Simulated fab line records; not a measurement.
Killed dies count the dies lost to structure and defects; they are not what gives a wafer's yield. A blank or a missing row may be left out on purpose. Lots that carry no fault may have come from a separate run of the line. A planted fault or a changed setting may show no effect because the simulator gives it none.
fab line records	flow sky130	part 1 of 2: steps 1 to 25 of 35
record: lots: 5	wafers: 15	last-day: 50
route steps=708 shown CAPM@544 METAL3@555 VIA3@573
lots untouched by any fault: they come from a run of this same line in which no faults occurred
start-h: hours from the record's first day to the start of the lot's first wafer shown	wait-h: hours from the lot's prior step to this one	" as in the row above	L1.1+2: a row that stands for several wafers	- no value present, or no start provided	* or withheld: withheld	< > ~ a bound
route shown NAME@n: a module of which the file shows steps, and the number in the route of the first	usual: average and standard deviation across the fault-free wafers	same: alike in all rows	chamber/n: place in a boat	sites: readings site by site	_std_site: standard deviation of those values	_edge_site: the outer-site mean with the inner-site mean subtracted	radius-mm: for every site, how far away it sits from the centre of the wafer	mask NAME#n: copy n	behind: the most recent tool/chamber to have shaped the wafer	hold: why the lot was held/for how many hours/how that ended	device: transistor that didn't switch, given as n, p or np	end of line: the tests these same wafers got at the end of their route	where a step has no rows: the recipe by itself	killed: the dies lost at the first sort to structure and to defects; this is not the yield of the wafer	map: the dies of a wafer, with x for killed, . for not killed, _ for no die there
set.NAME: the run value of the setting; set.NAME@STEP: its run value at that earlier step	model.NAME: the simulator's own value behind a step, which no gauge read
lots seen at some steps along the route; tables by step, rows by wafer
services: when a tool's chamber went out of use (start-h, in hours from the record's first day, below 0 if earlier), for how many hours, and the reason
== steps ==
step: SKY_CAPM_COAT_07
recipe: resist: NOVOLAK	spin-rpm: 3000	resist-thk-nm: 1140
usual: chill-plate-temp-C: 22.97/0.11
lot.wafer	tool	chamber	start-h	wait-h	chill-plate-temp-C
L075.1	litho-track-03	0	881.76	0.1	22.78
L075.2	"	0	"	"	22.97
L075.6	"	0	"	"	22.98
L080.2	litho-track-04	0	909.39	0.1	22.90
L080.5	"	0	"	"	23.06
L080.6	"	0	"	"	22.89
L088.2	litho-track-04	0	971.64	0.1	23.08
L088.5	"	0	"	"	22.92
L088.6	"	0	"	"	22.96
L093.1	litho-track-03	0	998.36	0.1	23.23
L093.4	"	0	"	"	23.02
L093.6	"	0	"	"	23.11
L095.4	litho-track-04	0	1009.54	0.1	22.76
L095.5	"	0	"	"	23.05
L095.6	"	0	"	"	23.01
step: SKY_CAPM_SOFTBAKE_08
recipe: temp-c: 90	time-s: 60	resist: NOVOLAK
usual: chill-plate-temp-C: 23.02/0.099
lot.wafer	tool	chamber	start-h	wait-h	chill-plate-temp-C
L075.1	litho-track-03	0	881.91	0.1	23.19
L075.2	"	0	"	"	23.20
L075.6	"	0	"	"	23.23
L080.2	litho-track-04	0	909.54	0.1	23.08
L080.5	"	0	"	"	23.16
L080.6	"	0	"	"	22.96
L088.2	litho-track-04	0	971.79	0.1	23.11
L088.5	"	0	"	"	23.24
L088.6	"	0	"	"	23.26
L093.1	litho-track-03	0	998.51	0.1	22.85
L093.4	"	0	"	"	22.93
L093.6	"	0	"	"	22.94
L095.4	litho-track-04	0	1009.69	0.1	22.83
L095.5	"	0	"	"	22.97
L095.6	"	0	"	"	23.17
step: SKY_CAPM_EXPOSE_09
recipe: mask-id: CAPM	na: 0.6	source-shape: conventional	sigma-outer: 0.6	polarization: unpolarized	target-cd-nm: 1000	dose-mj: 159
lot.wafer	tool	chamber	start-h	wait-h	mask
L075.1+2+6	iline-stepper-01	0	-	-	CAPM#0
L080.2+5+6	iline-stepper-01	0	-	-	CAPM#0
L088.2+5+6	iline-stepper-01	0	-	-	CAPM#0
L093.1+4+6	iline-stepper-01	0	-	-	CAPM#0
L095.4+5+6	iline-stepper-01	0	-	-	CAPM#0
step: SKY_CAPM_PEB_10
recipe: temp-c: withheld	time-s: *	resist: NOVOLAK
usual: chill-plate-temp-C: *
lot.wafer	tool	chamber	start-h	wait-h	chill-plate-temp-C
L075.1	litho-track-03	0	-	-	*
L075.2	"	0	"	"	*
L075.6	"	0	"	"	*
L080.2	litho-track-04	0	-	-	*
L080.5	"	0	"	"	*
L080.6	"	0	"	"	*
L088.2	litho-track-02	0	-	-	*
L088.5	"	0	"	"	*
L088.6	"	0	"	"	*
L093.1	litho-track-04	0	-	-	*
L093.4	"	0	"	"	*
L093.6	"	0	"	"	*
L095.4	litho-track-03	0	-	-	*
L095.5	"	0	"	"	*
L095.6	"	0	"	"	*
step: SKY_CAPM_DEVELOP_11
recipe: resist: NOVOLAK	developer: TMAH	develop-time-s: 60	dev-temp-c: 23
usual: chill-plate-temp-C: 23.00/0.1
lot.wafer	tool	chamber	start-h	wait-h	chill-plate-temp-C
L075.1	litho-track-03	0	895.01	0.1	23.01
L075.2	"	0	"	"	23.08
L075.6	"	0	"	"	22.90
L080.2	litho-track-04	0	922.24	0.1	23.19
L080.5	"	0	"	"	23.14
L080.6	"	0	"	"	23.11
L088.2	litho-track-02	0	982.79	0.1	22.88
L088.5	"	0	"	"	22.99
L088.6	"	0	"	"	22.92
L093.1	litho-track-04	0	1009.02	0.1	22.83
L093.4	"	0	"	"	22.90
L093.6	"	0	"	"	22.91
L095.4	litho-track-03	0	1021.73	0.1	23.01
L095.5	"	0	"	"	23.00
L095.6	"	0	"	"	23.01
step: SKY_CAPM_OVL_MEAS_12
usual: CAPM_OVL: 0.0/1.3
lot.wafer	tool	chamber	start-h	wait-h	CAPM_OVL[nm]
L075.1	overlay-01	-	895.16	0.1	0.7
L075.2	"	-	"	"	1.7
L075.6	"	-	"	"	1.4
L080.2	overlay-02	-	922.37	0.1	1.5
L080.5	"	-	"	"	1.6
L080.6	"	-	"	"	2.0
L088.2	overlay-01	-	982.92	0.1	2.8
L088.5	"	-	"	"	1.7
L088.6	"	-	"	"	2.5
L093.1	overlay-01	-	1009.17	0.1	1.2
L093.4	"	-	"	"	0.7
L093.6	"	-	"	"	2.6
L095.4	overlay-02	-	1021.82	0.1	-0.1
L095.5	"	-	"	"	-0.6
L095.6	"	-	"	"	0.8
step: SKY_CAPM_METAL_ETCH_13
recipe: target-depth-nm: 220	stop-on: SiO2	chemistry: Cl2/BCl3	target: TiN	pressure-mtorr: 10	icp-w: 900	bias-w: 48.5	Cl2_flow_sccm: 60	bcl3-flow-sccm: 30	time-s: 62.9
usual: drypump-motor-current-A: 5.6/0.48	oes-product-au: 0.942/0.0077	throttle-valve-pct: 21.903/0.01
lot.wafer	tool	chamber	start-h	wait-h	drypump-motor-current-A	oes-product-au	rf-hours-counter-h	throttle-valve-pct
L075.1	rie-metal-02	1	895.19	0.0	5.3	0.946	3	21.883
L075.2	"	0	"	"	6.3	0.941	14	21.905
L075.6	"	1	"	"	5.3	0.939	-	21.917
L080.2	rie-metal-02	1	922.40	0.0	5.3	0.931	4	21.902
L080.5	"	0	"	"	6.3	0.938	-	21.910
L080.6	"	1	"	"	5.3	0.926	-	21.919
L088.2	rie-metal-01	0	982.95	0.0	5.4	0.933	12	21.911
L088.5	"	1	"	"	5.2	0.940	-	21.900
L088.6	"	0	"	"	5.4	0.946	-	21.905
L093.1	rie-metal-03	1	1009.20	0.0	6.0	0.935	4	21.904
L093.4	"	0	"	"	5.2	0.927	-	21.923
L093.6	"	1	"	"	6.0	0.937	-	21.910
L095.4	rie-metal-02	1	1021.87	0.0	5.3	0.944	-	21.884
L095.5	"	1	"	"	5.3	0.934	-	21.903
L095.6	"	0	"	"	6.3	0.935	-	21.920
step: SKY_CAPM_STRIP_14
recipe: chemistry: O2/N2	power-w: 1400	pressure-mtorr: 1500	platen-temp-c: withheld	o2-flow-sccm: 3000	n2-flow-sccm: 300	overash-fraction: 0.5
usual: drypump-motor-current-A: 5.5/0.33	oes-product-au: 0.710/0.005	strip-time-to-endpoint-s: 12.66/0.041
lot.wafer	tool	chamber	start-h	wait-h	drypump-motor-current-A	oes-product-au	rf-hours-counter-h	strip-time-to-endpoint-s
L075.1	plasma-asher-02	1	895.27	0.1	6.0	0.710	15	12.65
L075.2	"	0	"	"	5.4	0.709	15	12.64
L075.6	"	0	"	"	5.4	0.717	-	12.63
L080.2	plasma-asher-03	0	922.48	0.1	5.6	0.709	49	12.61
L080.5	"	1	"	"	5.2	0.712	-	12.67
L080.6	"	0	"	"	5.6	0.706	-	12.64
L088.2	plasma-asher-04	0	983.03	0.1	5.1	0.713	114	12.67
L088.5	"	0	"	"	5.0	0.712	-	12.67
L088.6	"	1	"	"	5.7	0.708	-	12.66
L093.1	plasma-asher-02	1	1009.28	0.1	6.0	0.709	25	12.72
L093.4	"	1	"	"	6.0	0.710	-	12.74
L093.6	"	1	"	"	6.1	0.704	-	12.68
L095.4	plasma-asher-04	0	1021.95	0.1	5.0	0.712	-	12.67
L095.5	"	0	"	"	5.0	0.710	-	12.63
L095.6	"	1	"	"	5.7	0.717	-	12.77
step: SKY_CAPM_STRIP_15
recipe: chemistry: post-etch-residue-remover	time-s: 1200	temp-c: 72.5
usual: bath-guard-temp-C: 72.8/0.37
lot.wafer	tool	chamber	start-h	wait-h	bath-guard-temp-C
L075.1	wet-bench-02	0	895.37	0.1	72.3
L075.2	"	0	"	"	72.3
L075.6	"	0	"	"	72.6
L080.2	wet-bench-01	2	922.58	0.1	72.4
L080.5	"	2	"	"	72.4
L080.6	"	2	"	"	72.6
L088.2	wet-bench-02	2	983.13	0.1	73.0
L088.5	"	2	"	"	72.9
L088.6	"	2	"	"	72.7
L093.1	wet-bench-02	2	1009.38	0.1	73.0
L093.4	"	2	"	"	73.0
L093.6	"	2	"	"	72.9
L095.4	wet-bench-01	1	1022.02	0.0	73.5
L095.5	"	1	"	"	73.2
L095.6	"	1	"	"	73.0
step: SKY_CAPM_CLEAN_16
recipe: chemistry: IPA	time-s: 180	temp-c: 25
lot.wafer	tool	chamber	start-h	wait-h
L075.1+2+6	wet-bench-04	0	895.71	0.0
L080.2+5+6	wet-bench-04	1	922.92	0.0
L088.2+5+6	wet-bench-04	0	983.47	0.0
L093.1+4+6	wet-bench-01	1	1009.72	0.0
L095.4+5+6	wet-bench-04	0	1022.36	0.0
step: SKY_CAPM_CLEAN_17
recipe: chemistry: O3/DIW	dry: n2-spin
lot.wafer	tool	chamber	start-h	wait-h
L075.1+2+6	wet-bench-01	2	895.77	0.0
L080.2+5+6	wet-bench-01	3	922.98	0.0
L088.2+5+6	wet-bench-01	3	983.54	0.0
L093.1+4+6	wet-bench-02	3	1009.78	0.0
L095.4+5+6	wet-bench-01	2	1022.42	0.0
step: SKY_METAL3_DEHYDRATE_05
recipe: temp-c: 200	time-s: 60
usual: chill-plate-temp-C: 23.01/0.1
lot.wafer	tool	chamber	start-h	wait-h	chill-plate-temp-C
L075.1	litho-track-02	0	907.42	11.6	23.13
L075.2	"	0	"	"	23.15
L075.6	"	0	"	"	23.06
L080.2	litho-track-04	0	934.44	11.4	22.94
L080.5	"	0	"	"	22.98
L080.6	"	0	"	"	23.06
L088.2	litho-track-04	0	995.54	11.9	23.10
L088.5	"	0	"	"	23.13
L088.6	"	0	"	"	23.10
L093.1	litho-track-04	0	1021.22	11.3	22.84
L093.4	"	0	"	"	23.11
L093.6	"	0	"	"	22.99
L095.4	litho-track-01	0	1032.45	9.9	22.89
L095.5	"	0	"	"	22.95
L095.6	"	0	"	"	22.77
step: SKY_METAL3_HMDS_06
recipe: prime-time-s: 60	prime-temp-c: 120
usual: chill-plate-temp-C: 23.02/0.094
lot.wafer	tool	chamber	start-h	wait-h	chill-plate-temp-C
L075.1	litho-track-02	0	907.57	0.1	23.08
L075.2	"	0	"	"	23.09
L075.6	"	0	"	"	23.27
L080.2	litho-track-04	0	934.59	0.1	23.13
L080.5	"	0	"	"	23.13
L080.6	"	0	"	"	22.89
L088.2	litho-track-04	0	995.69	0.1	23.04
L088.5	"	0	"	"	23.02
L088.6	"	0	"	"	23.04
L093.1	litho-track-04	0	1021.37	0.1	22.98
L093.4	"	0	"	"	22.99
L093.6	"	0	"	"	23.01
L095.4	litho-track-01	0	1032.60	0.1	23.08
L095.5	"	0	"	"	23.00
L095.6	"	0	"	"	23.26
step: SKY_METAL3_COAT_07
recipe: resist: BARC	temp-c: withheld	time-s: withheld	spin-rpm: 3000	resist-thk-nm: 60
usual: chill-plate-temp-C: *
lot.wafer	tool	chamber	start-h	wait-h	chill-plate-temp-C
L075.1	litho-track-02	0	907.72	0.1	*
L075.2	"	0	"	"	*
L075.6	"	0	"	"	*
L080.2	litho-track-04	0	934.74	0.1	*
L080.5	"	0	"	"	*
L080.6	"	0	"	"	*
L088.2	litho-track-04	0	995.84	0.1	*
L088.5	"	0	"	"	*
L088.6	"	0	"	"	*
L093.1	litho-track-04	0	1021.52	0.1	*
L093.4	"	0	"	"	*
L093.6	"	0	"	"	*
L095.4	litho-track-01	0	1032.75	0.1	*
L095.5	"	0	"	"	*
L095.6	"	0	"	"	*
step: SKY_METAL3_COAT_08
recipe: resist: KrF-thick	spin-rpm: 3000	resist-thk-nm: 1140
usual: chill-plate-temp-C: 22.97/0.11
lot.wafer	tool	chamber	start-h	wait-h	chill-plate-temp-C
L075.1	litho-track-02	0	-	-	22.95
L075.2	"	0	"	"	23.05
L075.6	"	0	"	"	23.03
L080.2	litho-track-04	0	-	-	22.83
L080.5	"	0	"	"	23.10
L080.6	"	0	"	"	23.22
L088.2	litho-track-04	0	-	-	22.85
L088.5	"	0	"	"	23.03
L088.6	"	0	"	"	22.79
L093.1	litho-track-04	0	-	-	23.05
L093.4	"	0	"	"	23.08
L093.6	"	0	"	"	23.06
L095.4	litho-track-01	0	-	-	22.98
L095.5	"	0	"	"	23.08
L095.6	"	0	"	"	23.00
step: SKY_METAL3_SOFTBAKE_09
recipe: temp-c: 100	time-s: 90	resist: KrF-thick
usual: chill-plate-temp-C: 23.01/0.11
lot.wafer	tool	chamber	start-h	wait-h	chill-plate-temp-C
L075.1	litho-track-02	0	-	-	22.96
L075.2	"	0	"	"	22.98
L075.6	"	0	"	"	22.90
L080.2	litho-track-04	0	-	-	23.01
L080.5	"	0	"	"	23.08
L080.6	"	0	"	"	23.06
L088.2	litho-track-04	0	-	-	22.84
L088.5	"	0	"	"	22.80
L088.6	"	0	"	"	22.99
L093.1	litho-track-04	0	-	-	22.94
L093.4	"	0	"	"	22.90
L093.6	"	0	"	"	22.90
L095.4	litho-track-01	0	-	-	23.03
L095.5	"	0	"	"	22.89
L095.6	"	0	"	"	22.98
step: SKY_METAL3_EXPOSE_10
recipe: mask-id: MM3	na: 0.68	source-shape: annular	sigma-inner: 0.4	sigma-outer: 0.8	target-cd-nm: 300	dose-mj: 28
lot.wafer	tool	chamber	start-h	wait-h	mask
L075.1+2+6	krf-scanner-01	0	-	-	MM3#0
L080.2+5+6	krf-scanner-01	0	-	-	MM3#0
L088.2+5+6	krf-scanner-02	0	-	-	MM3#0
L093.1+4+6	krf-scanner-01	0	-	-	MM3#0
L095.4+5+6	krf-scanner-01	0	-	-	MM3#0
step: SKY_METAL3_PEB_11
recipe: peb-temp-c: withheld	peb-time-s: withheld	resist: KrF-thick
usual: chill-plate-temp-C: *
lot.wafer	tool	chamber	start-h	wait-h	chill-plate-temp-C
L075.1	litho-track-02	0	-	-	*
L075.2	"	0	"	"	*
L075.6	"	0	"	"	*
L080.2	litho-track-02	0	-	-	*
L080.5	"	0	"	"	*
L080.6	"	0	"	"	*
L088.2	litho-track-04	0	-	-	*
L088.5	"	0	"	"	*
L088.6	"	0	"	"	*
L093.1	litho-track-02	0	-	-	*
L093.4	"	0	"	"	*
L093.6	"	0	"	"	*
L095.4	litho-track-02	0	-	-	*
L095.5	"	0	"	"	*
L095.6	"	0	"	"	*
step: SKY_METAL3_DEVELOP_12
recipe: develop-time-s: 60	resist: KrF-thick	dev-temp-c: 21
usual: chill-plate-temp-C: 23.00/0.11
lot.wafer	tool	chamber	start-h	wait-h	chill-plate-temp-C
L075.1	litho-track-02	0	-	-	23.13
L075.2	"	0	"	"	23.03
L075.6	"	0	"	"	23.11
L080.2	litho-track-02	0	-	-	22.98
L080.5	"	0	"	"	23.10
L080.6	"	0	"	"	23.18
L088.2	litho-track-04	0	-	-	23.10
L088.5	"	0	"	"	23.16
L088.6	"	0	"	"	23.13
L093.1	litho-track-02	0	-	-	23.04
L093.4	"	0	"	"	22.98
L093.6	"	0	"	"	22.98
L095.4	litho-track-02	0	-	-	22.90
L095.5	"	0	"	"	22.95
L095.6	"	0	"	"	22.99
step: SKY_METAL3_CD_MEAS_13
recipe: target-cd-nm: 300
usual: cd-nm: 299.8/1.5
lot.wafer	tool	chamber	start-h	wait-h	cd-nm
L075.1	cd-sem-01	-	921.07	-	300.4
L075.2	"	-	"	"	301.3
L075.6	"	-	"	"	299.8
L080.2	cd-sem-02	-	947.89	-	301.4
L080.5	"	-	"	"	301.6
L080.6	"	-	"	"	302.8
L088.2	cd-sem-01	-	1006.99	-	300.4
L088.5	"	-	"	"	298.6
L088.6	"	-	"	"	299.5
L093.1	cd-sem-01	-	1032.49	-	298.7
L093.4	"	-	"	"	298.2
L093.6	"	-	"	"	298.5
L095.4	cd-sem-01	-	1044.93	-	299.3
L095.5	"	-	"	"	300.7
L095.6	"	-	"	"	299.7
step: SKY_METAL3_OVL_MEAS_14
usual: METAL3_OVL: 1/5
lot.wafer	tool	chamber	start-h	wait-h	METAL3_OVL[nm]
L075.1	overlay-01	-	921.19	0.1	5
L075.2	"	-	"	"	1
L075.6	"	-	"	"	2
L080.2	overlay-01	-	947.99	0.1	8
L080.5	"	-	"	"	2
L080.6	"	-	"	"	3
L088.2	overlay-01	-	1007.09	0.1	-10
L088.5	"	-	"	"	-2
L088.6	"	-	"	"	-5
L093.1	overlay-01	-	1032.61	0.1	2
L093.4	"	-	"	"	2
L093.6	"	-	"	"	3
L095.4	overlay-02	-	1045.01	0.1	-8
L095.5	"	-	"	"	-1
L095.6	"	-	"	"	-9
step: SKY_METAL3_DESCUM_15
recipe: chemistry: O2	source-power-w: 150	bias-power-w: 0	pressure-mtorr: 10	temp-c: 40	time-s: 8
usual: drypump-motor-current-A: 5.3/0.36	oes-product-au: 0.999/0.0091
lot.wafer	tool	chamber	start-h	wait-h	drypump-motor-current-A	oes-product-au	rf-hours-counter-h
L075.1	rie-metal-01	0	921.22	0.0	5.4	1.018	9
L075.2	"	1	"	"	5.2	0.999	13
L075.6	"	0	"	"	5.4	1.017	-
L080.2	rie-metal-04	0	948.02	0.0	5.6	0.996	19
L080.5	"	1	"	"	5.0	0.998	-
L080.6	"	0	"	"	5.6	0.989	-
L088.2	rie-metal-03	0	1007.12	0.0	5.2	0.984	17
L088.5	"	0	"	"	5.1	0.988	-
L088.6	"	1	"	"	6.0	0.996	-
L093.1	rie-metal-03	1	1032.65	0.0	6.0	0.994	6
L093.4	"	0	"	"	5.1	0.983	-
L093.6	"	0	"	"	5.1	0.986	-
L095.4	rie-metal-03	1	1045.03	0.0	6.0	1.002	-
L095.5	"	1	"	"	6.0	0.994	-
L095.6	"	0	"	"	5.1	0.989	-
step: SKY_METAL3_ETCH_16
recipe: chemistry: N2/H2	target: BARC	ion-energy-ev: 200	bias-w: 100	pressure-mtorr: 30	n2-flow-sccm: 100	h2-flow-sccm: 200	icp-w: 500	stop-on: SiO2	time-s: 88.2	target-depth-a: 600
usual: drypump-motor-current-A: 5.4/0.36	oes-product-au: 0.626/0.0049	throttle-valve-pct: 13.205/0.0092
lot.wafer	tool	chamber	start-h	wait-h	drypump-motor-current-A	oes-product-au	rf-hours-counter-h	throttle-valve-pct
L075.1	rie-metal-01	0	921.25	0.0	5.4	0.631	9	13.220
L075.2	"	1	"	"	5.3	0.633	13	13.217
L075.6	"	0	"	"	5.4	0.622	-	13.196
L080.2	rie-metal-04	0	948.05	0.0	5.6	0.628	19	13.209
L080.5	"	1	"	"	4.9	0.624	-	13.199
L080.6	"	0	"	"	5.6	0.619	-	13.197
L088.2	rie-metal-03	0	1007.15	0.0	5.2	0.631	17	13.201
L088.5	"	0	"	"	5.2	0.622	-	13.206
L088.6	"	1	"	"	6.0	0.622	-	13.208
L093.1	rie-metal-03	1	1032.68	0.0	6.0	0.619	6	13.204
L093.4	"	0	"	"	5.2	0.627	-	13.198
L093.6	"	0	"	"	5.2	0.628	-	13.215
L095.4	rie-metal-03	1	1045.09	0.0	6.0	0.620	-	13.204
L095.5	"	1	"	"	6.0	0.623	-	13.198
L095.6	"	0	"	"	5.1	0.626	-	13.213
step: SKY_METAL3_ETCH_17
recipe: target: SiO2	stop-on: TiN	chemistry: C4F8/O2/Ar	source-w: 1500	bias-w: 1200	pressure-mtorr: 40	c4f8-flow-sccm: withheld	O2_flow_sccm: 6	Ar_flow_sccm: 300	time-s: 3.9	target-depth-a: 150
usual: oes-product-au: 0.754/0.0073
lot.wafer	tool	chamber	start-h	wait-h	oes-product-au	rf-hours-counter-h
L075.1	rie-diel-04	1	921.35	0.1	0.756	11
L075.2	"	3	"	"	0.759	21
L075.6	"	0	"	"	0.766	-
L080.2	rie-diel-03	3	948.15	0.1	0.751	17
L080.5	"	2	"	"	0.761	-
L080.6	"	3	"	"	0.751	-
L088.2	rie-diel-01	0	1007.25	0.1	0.761	4
L088.5	"	0	"	"	0.764	-
L088.6	"	3	"	"	0.763	-
L093.1	rie-diel-01	0	1032.78	0.1	0.756	5
L093.4	"	2	"	"	0.761	-
L093.6	"	0	"	"	0.751	-
L095.4	rie-diel-01	2	1045.16	0.0	0.755	-
L095.5	"	0	"	"	0.773	-
L095.6	"	1	"	"	0.760	-
step: SKY_METAL3_METAL_ETCH_18
recipe: target-depth-a: 8450	stop-on: SiO2	over-etch-frac: 0.3	time-s: 183.1	chemistry: Cl2/BCl3	resist-sidewall-deg: 88	pressure-mtorr: 10	icp-w: 900	bias-w: 48.5	Cl2_flow_sccm: 60	bcl3-flow-sccm: 30
usual: drypump-motor-current-A: 5.3/0.32	oes-product-au: 0.865/0.0056	throttle-valve-pct: 22.264/0.0098
lot.wafer	tool	chamber	start-h	wait-h	drypump-motor-current-A	oes-product-au	rf-hours-counter-h	throttle-valve-pct
L075.1	rie-metal-04	0	921.37	0.0	5.5	0.875	18	22.271
L075.2	"	1	"	"	5.0	0.867	13	22.256
L075.6	"	1	"	"	5.0	0.870	-	22.271
L080.2	rie-metal-01	1	948.17	0.0	5.2	0.861	14	22.263
L080.5	"	0	"	"	5.3	0.864	-	22.268
L080.6	"	1	"	"	5.2	0.871	-	22.266
L088.2	rie-metal-03	0	1007.27	0.0	5.1	0.868	17	22.268
L088.5	"	1	"	"	6.0	0.865	-	22.281
L088.6	"	0	"	"	5.2	0.863	-	22.269
L093.1	rie-metal-04	1	1032.80	0.0	4.9	0.868	19	22.260
L093.4	"	1	"	"	4.9	0.858	-	22.247
L093.6	"	1	"	"	4.9	0.862	-	22.270
L095.4	rie-metal-04	1	1045.35	0.2	4.9	0.871	-	22.282
L095.5	"	1	"	"	4.9	0.870	-	22.265
L095.6	"	1	"	"	4.9	0.865	-	22.265
